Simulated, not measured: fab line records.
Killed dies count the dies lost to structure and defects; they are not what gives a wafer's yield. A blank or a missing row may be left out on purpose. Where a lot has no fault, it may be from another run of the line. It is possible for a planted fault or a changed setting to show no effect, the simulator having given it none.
Problem report, 8D (eight disciplines) form, completed by code / flow gf180mcu / the parts of the form that need people (team, actions taken, sign-off) are left out

== 1. PROBLEM STATEMENT ==
At GF_M4_SPUTTER_03, cathodeDcPowerW averages 3083.4 W over 6 wafers from 2 lots, while fault-free wafers read 3000.0 W, standard deviation 0.57. So: +99 or more standard deviations from the usual mean.
The step: material Ti, target thk 10 nm, time 6.7 s.
First seen on wafer L453.1, day 26 23:26, on pvdSputter-04. At this step, 18 wafers from 6 lots have a number in the record. Rule for "out", or "out of limits": more than 4 standard deviations from the usual mean. The rest of the wafers with a number are treated as sound.

== 2. WHAT IT IS, AND WHAT IT ISN'T ==
question=which readings at this step | is=cathodeDcPowerW | is not=throttleValvePct
question=which lots | is=L453, L454 | is not=L444, L446, L459, L464
question=which wafers of those lots | is=all that have a number | is not=-
question=read on which tools | is=pvdSputter-04 | is not=pvdSputter-03
question=when | is=from day 26 23:26 | is not=up to then (6 sound wafers); but 6 sound wafers of L459, L464 came after

== 3. WHAT RULES OUT EACH SUSPECT ==
Counting: any tool at a process step up to the reading is kept as a suspect provided that every lot that is out went through it and no sound lot did after the first of them.
- plasmaAsher-04 at GF_V3_STRIP_18 (strips in O2/N2): kept. It ran every lot that is out, first L453 (day 26 21:32), and no sound lot after that; its last sound lot up to then is L446 (day 24 03:43).
- pvdSputter-01 at GF_V3_SPUTTER_22 (material TiN, target thk 10 nm, time 40 s): ruled out as a lasting fault. The sound lots L464 went through it after L453, its earliest lot that is out (day 26 22:39).
- cvdW-01 at GF_V3_CVD_23 (deposits W, target thk 350 nm, time 104.9 s): kept. It ran every lot that is out, first L453 (day 26 22:41), and no sound lot after that; its last sound lot up to then is L446 (day 24 04:20).
- pvdSputter-04 at GF_M4_SPUTTER_01 (material TiN, target thk 30 nm, time 25 s): ruled out as a lasting fault. The sound lots L464 went through it after L453, its earliest lot that is out (day 26 23:23).
- pvdSputter-04 at GF_M4_SPUTTER_03 (material Ti, target thk 10 nm, time 6.7 s): ruled out as a lasting fault. The sound lots L464 went through it after L453, its earliest lot that is out (day 26 23:26).
After counting, plasmaAsher-04 at GF_V3_STRIP_18 and cvdW-01 at GF_V3_CVD_23 remain.

== 4. THE CAUSE (what the simulator had put in) ==
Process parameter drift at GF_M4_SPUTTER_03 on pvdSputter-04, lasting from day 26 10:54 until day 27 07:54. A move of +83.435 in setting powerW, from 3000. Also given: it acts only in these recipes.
Counting ruled it out, wrongly.

== 5. THE EFFECT CHAIN, in route order ==
Rows list readings where the struck wafers' mean (over those with a number) sits beyond 3 standard deviations from the usual. Only readings whose record carries a usual standard deviation are examined. hours: median over the lots of the time between each lot's start at the first step of this table that gives one and its start at this step. sigmas: the change, counted in usual standard deviations.
hours=0; step=GF_M4_SPUTTER_03; reading=cathodeDcPowerW; usual=3000.0 W; on struck wafers=3083.4; change=+83.4; sigmas=+99 or more
Here are the process steps it includes:
- GF_M4_SPUTTER_03: material Ti, target thk 10 nm, time 6.7 s.

== 6. HOW IT WOULD HAVE BEEN CAUGHT EARLIER ==
In this record the first reading out of limits was taken at day 26 23:26, 13 hours after the fault began at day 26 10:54.
